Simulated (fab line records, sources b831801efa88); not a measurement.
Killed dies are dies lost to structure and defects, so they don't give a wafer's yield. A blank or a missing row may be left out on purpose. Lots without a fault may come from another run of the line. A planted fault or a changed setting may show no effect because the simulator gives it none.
Which tool did it? | flow sky130 | 12 lots, 36 wafers sampled, at 3 steps of a route of 708

WHAT THE GAUGES READ, wafer by wafer
SKY_VT_ADJUST_LVTN_TW_MEAS_21. Usual: VT_ADJUST_LVTN_2_TW 187.3, standard deviation 1.8.
lot  | measured     | on            | VT_ADJUST_LVTN_2_TW | flag
L953 | day 7 15:19  | film_metro-01 | 186.7 187.0 187.8   |
L954 | day 7 20:42  | film_metro-01 | 187.3 187.2 187.0   |
L956 | day 8 10:08  | film_metro-01 | 189.0 188.3 188.5   |
L957 | day 8 19:11  | film_metro-01 | 188.8 188.7 188.8   |
L958 | day 8 23:56  | film_metro-01 | 189.0 188.5 189.2   |
L961 | day 10 10:23 | film_metro-01 | 187.7 189.0 188.4   |
L963 | day 10 20:17 | film_metro-01 | 209.7 209.3 209.2   | OFF
L964 | day 10 21:28 | film_metro-01 | 188.6 186.8 188.5   |
L962 | day 10 22:28 | film_metro-01 | 209.0 209.1 209.5   | OFF
L974 | day 13 11:24 | film_metro-01 | 187.0 187.7 188.8   |
L975 | day 14 03:53 | film_metro-01 | 187.1 186.9 187.5   |
L976 | day 14 12:32 | film_metro-01 | 187.6 187.5 188.3   |

SKY_LOCAL_INTERCONNECT_OVL_MEAS_12. Usual: LOCAL_INTERCONNECT_OVL 1 nm, standard deviation 5.3.
lot  | measured     | on         | LOCAL_INTERCONNECT_OVL (nm) | flag
L953 | day 30 09:34 | overlay-02 | -4 2 1                      |
L954 | day 30 14:32 | overlay-02 | 5 -4 1                      |
L956 | day 31 02:58 | overlay-02 | 10 13 11                    |
L957 | day 31 09:46 | overlay-01 | 0 3 2                       |
L958 | day 32 09:41 | overlay-01 | 5 3 2                       |
L961 | day 33 16:41 | overlay-01 | 9 1 -5                      |
L963 | day 34 05:11 | overlay-01 | 6 10 11                     |
L964 | day 34 02:28 | overlay-01 | 0 -2 1                      |
L962 | day 34 05:53 | overlay-01 | 0 4 6                       |
L974 | day 36 16:44 | overlay-02 | 5 2 -2                      |
L975 | day 37 09:26 | overlay-01 | 3 -5 -1                     |
L976 | day 37 16:44 | overlay-02 | -1 -4 6                     |

WHICH TOOL RAN EACH LOT (tool, then ch and the chambers of the sampled wafers, then the start)
lot  | SKY_VT_ADJUST_LVTN_IMPLANT_19
L953 | implanter-03 ch 0, day 7 15:04
L954 | implanter-04 ch 0, day 7 20:28
L956 | implanter-04 ch 0, day 8 09:54
L957 | implanter-04 ch 0, day 8 18:56
L958 | implanter-03 ch 0, day 8 23:41
L961 | implanter-02 ch 0, day 10 10:08
L963 | implanter-02 ch 0, day 10 20:04
L964 | implanter-04 ch 0, day 10 21:13
L962 | implanter-02 ch 0, day 10 22:13
L974 | implanter-03 ch 0, day 13 11:10
L975 | implanter-02 ch 0, day 14 03:38
L976 | implanter-04 ch 0, day 14 12:19
- SKY_VT_ADJUST_LVTN_IMPLANT_19

WHAT THE TOOLS THEMSELVES READ (means of the sampled wafers that have a number; where no wafer has one, the mark that the record gives instead)
SKY_VT_ADJUST_LVTN_IMPLANT_19. Usual: dose_ions_cm2 6.5e+11, standard deviation 6e+08; faraday_current_uA 3.65, standard deviation 0.074.
lot  | tool         | dose_ions_cm2 | faraday_current_uA | flag
L953 | implanter-03 | 6.5e+11       | 3.70               |
L954 | implanter-04 | 6.5e+11       | 3.66               |
L956 | implanter-04 | 6.5e+11       | 3.64               |
L957 | implanter-04 | 6.5e+11       | 3.67               |
L958 | implanter-03 | 6.5e+11       | 3.60               |
L961 | implanter-02 | 6.5e+11       | 3.64               |
L963 | implanter-02 | 9.5e+11       | 5.43               | OFF
L964 | implanter-04 | 6.5e+11       | 3.63               |
L962 | implanter-02 | 9.5e+11       | 5.30               | OFF
L974 | implanter-03 | 6.5e+11       | 3.63               |
L975 | implanter-02 | 6.5e+11       | 3.61               |
L976 | implanter-04 | 6.5e+11       | 3.66               |

THE ANSWER, worked out from the rows above alone
Rule: a lot is off if the mean of its wafers that have a number lies more than 3 standard deviations from the usual mean. A lot without any number at a reading at which 4 lots or more have one is off too. The other lots that the step has rows for count as sound. The gauges are gone through in route order, then the tools' own readings, and for those a lot's mean is taken as printed above. The first step at which some lot is off is used, and at that step the reading that is off furthest; a lot without a number counts as furthest.
Off: L963, L962, at SKY_VT_ADJUST_LVTN_TW_MEAS_21 (VT_ADJUST_LVTN_2_TW).
A tool fits if, at a process step before that reading, it ran every lot that is off, and no sound lot after the first of them. The gauges at SKY_VT_ADJUST_LVTN_TW_MEAS_21 aren't tried: what is off there is off at SKY_VT_ADJUST_LVTN_IMPLANT_19 too, on other tools, and a gauge's error can't cause that. None of those tried fits.

WHAT THE SIMULATOR HAD PUT IN
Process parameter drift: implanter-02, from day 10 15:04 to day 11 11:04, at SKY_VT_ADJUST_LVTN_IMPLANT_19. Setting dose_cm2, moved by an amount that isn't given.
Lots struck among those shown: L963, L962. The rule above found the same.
